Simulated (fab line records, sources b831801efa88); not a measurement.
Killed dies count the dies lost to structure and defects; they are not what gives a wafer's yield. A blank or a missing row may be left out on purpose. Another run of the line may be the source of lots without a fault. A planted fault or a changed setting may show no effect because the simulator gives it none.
2 desks looking at one fault | flow sky130 | numbers are kept per desk, each desk with only its own; the story behind them comes last

THE METROLOGY DESK
Lot by lot, what the gauges showed, no matter which tool ran the lot: averages of those sampled wafers that carry a number. Any lot whose mean is over 4 standard deviations away from the usual mean is out of limits and marked OUT; that distance is given in the brackets.
Columns: A = SD_N_TW at SKY_SD_N_TW_MEAS_12, usual 3985; B = METAL1_ALCU_THK at SKY_METAL1_THK_MEAS_06, usual 246.5 nm
lot  | first seen here | A    | B
L341 | day 28 04:05    | 3943 | 245.7
L342 | day 29 03:52    | 4015 | 245.4
L344 | day 29 12:13    | 3952 | 245.4
L346 | day 29 16:51    | 4009 | 245.8
L347 | day 30 10:58    | 3944 | 248.3
L354 | day 32 11:30    | 4018 | 243.6
L356 | day 32 23:34    | 3946 | 243.4
L358 | day 33 15:01    | 3964 | 248.3
L359 | day 33 23:37    | 4017 | 249.0
L360 | day 34 07:24    | 3999 | 245.2
L361 | day 34 08:37    | 4023 | 251.3
L363 | day 34 20:41    | 4026 | 244.2
L364 | day 35 09:38    | 3978 | 244.7
Result from this desk: across the 13 lots, nothing is out of limits.

DESK OF THE TOOL OWNER: litho-track-01
The tool's own readings at SKY_PWDE_DEVELOP_06 (develop time 60 s): means of the sampled wafers that have a number, for each lot that ran on this tool. Any lot whose mean is over 4 standard deviations away from the usual mean is out of limits and marked OUT; that distance is given in the brackets.
Columns: A = developer-temp-C at SKY_PWDE_DEVELOP_06, usual 23.00 C; B = resist-line-temp-C at SKY_PWDE_DEVELOP_06, usual 22.97 C
lot  | first seen here | A                | B
L341 | day 3 18:00     | 22.96            | 23.05
L342 | day 4 02:00     | 22.88            | 23.05
L344 | day 4 14:00     | 23.96 (+8.8) OUT | 23.00
L346 | day 5 00:00     | 23.81 (+7.4) OUT | 22.93
L356 | day 7 08:00     | 23.07            | 23.00
L359 | day 7 23:00     | 22.95            | 22.86
L361 | day 8 13:00     | 23.02            | 23.01
L363 | day 8 23:00     | 23.02            | 22.99
L364 | day 9 04:00     | 23.09            | 22.98
This desk finds L344, L346 out of limits, L344 being first, at day 4 14:00 (developer-temp-C at SKY_PWDE_DEVELOP_06). L341, L342, L356, L359, L361, L363, L364: within limits.

BROUGHT TOGETHER
On L344, L346, at day 4 14:00, an alarm was possible from the tool owner's desk.
The metrology desk saw nothing out of limits.
The metrology desk holds a record of L344, L346, inside its limits.
All the named lots went through SKY_PWDE_DEVELOP_06 on litho-track-01.

WHAT WAS PUT IN BY THE SIMULATOR
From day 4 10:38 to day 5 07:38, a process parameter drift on litho-track-01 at SKY_PWDE_DEVELOP_06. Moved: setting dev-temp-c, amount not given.
Shown lots that were struck: L344, L346.
Delay in hours, fault start to first out-of-limits reading, by desk: the tool owner's desk at 3.
